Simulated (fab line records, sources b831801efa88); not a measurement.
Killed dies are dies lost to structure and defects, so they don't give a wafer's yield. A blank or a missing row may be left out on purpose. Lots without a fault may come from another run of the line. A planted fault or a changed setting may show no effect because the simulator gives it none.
Problem report in the 8D (eight disciplines) form, filled by code | flow sky130 | the parts of the form that need people (team, actions taken, sign-off) are left out

1. THE PROBLEM
FIELD_ISO_CVD_24_THK at SKY_FIELD_ISO_THK_MEAS_25 reads a mean of 775 nm on 5 wafers of 3 lots; wafers without a fault read 596 nm with a standard deviation of 6.2. That is +29 standard deviations from the usual mean.
First seen on wafer L437.1, day 4 06:35, on film_metro-04. The record holds 36 wafers of 12 lots with a number at this step. Rule for "out", or "out of limits": more than 4 standard deviations from the usual mean. The other wafers with a number count as sound.

2. WHAT IT IS AND WHAT IT IS NOT
question                    | is                                     | is not
which readings at this step | FIELD_ISO_CVD_24_THK                   | -
which lots                  | L437, L439, L442                       | L428, L432, L433, L435, L438, L440, L441, L447, L451
which wafers of those lots  | L437.1, L437.6, L439.5, L439.6, L442.5 | L437.2, L439.4, L442.2, L442.3
read on which gauges        | film_metro-02, film_metro-04           | film_metro-03
when                        | from day 4 06:35                       | up to then (13 sound wafers); but 18 sound wafers of L438, L439, L440, L441, L442, L447, L451 came after

3. SUSPECTS, AND WHAT RULES EACH OUT
Counting: a tool at a process step up to the reading stays a suspect if it ran every lot that is out. Sound lots after the first of them don't rule it out here, since some wafers of a struck lot are sound.
- the gauge at SKY_FIELD_ISO_THK_MEAS_25: ruled out. The wafers that are out were read on 2 gauges (film_metro-02, film_metro-04).
- hdpcvd-01 at SKY_FIELD_ISO_CVD_24 (deposits SiO2, target thk 595 nm, time 99.2 s): kept. It ran every lot that is out, first L437 (day 4 06:31); its last sound lot up to then is L435 (day 3 21:51).
Left after counting: hdpcvd-01 at SKY_FIELD_ISO_CVD_24.

4. THE CAUSE (what the simulator had put in)
Process parameter drift: hdpcvd-01, from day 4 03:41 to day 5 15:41, at SKY_FIELD_ISO_CVD_24. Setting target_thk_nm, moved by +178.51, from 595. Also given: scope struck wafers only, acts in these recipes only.
Counting left only this tool.

5. THE CHAIN OF EFFECTS, in route order
Each row: a reading whose mean over the struck wafers that have a number lies more than 3 standard deviations from the usual. Only readings for which the record gives a usual standard deviation are gone through. hours: the time from each lot's start at the first step in this table that gives one to its start at this step, as a median over the lots. sigmas: the change in usual standard deviations.
hours | step                      | reading              | usual  | on struck wafers | change | sigmas
0     | SKY_FIELD_ISO_THK_MEAS_25 | FIELD_ISO_CVD_24_THK | 596 nm | 775              | +179   | +29
3     | SKY_FIELD_ISO_CMP_27      | time_to_endpoint_s   | 113 s  | 151              | +38    | +8.4
The process steps in it:
- SKY_FIELD_ISO_CMP_27: polishes, stops on Si3N4, t overpolish 16 s, target thk 457.8 nm.
Later measuring or inspecting steps at which every struck wafer that the step has a row for has a number for every such reading, and none has moved that far: SKY_NWELL_TW_MEAS_15, SKY_NWELL_OVL_MEAS_23.

6. WHAT WOULD HAVE CAUGHT IT SOONER
In this record the first reading out of limits at a measuring or inspecting step was taken at day 4 06:35, 3 hours after the fault began at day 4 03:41.
Of the lots that are out (3), L439, L442 began SKY_FIELD_ISO_CVD_24 on hdpcvd-01 after day 4 06:35. A hold on the tool at that time would have spared those 2.
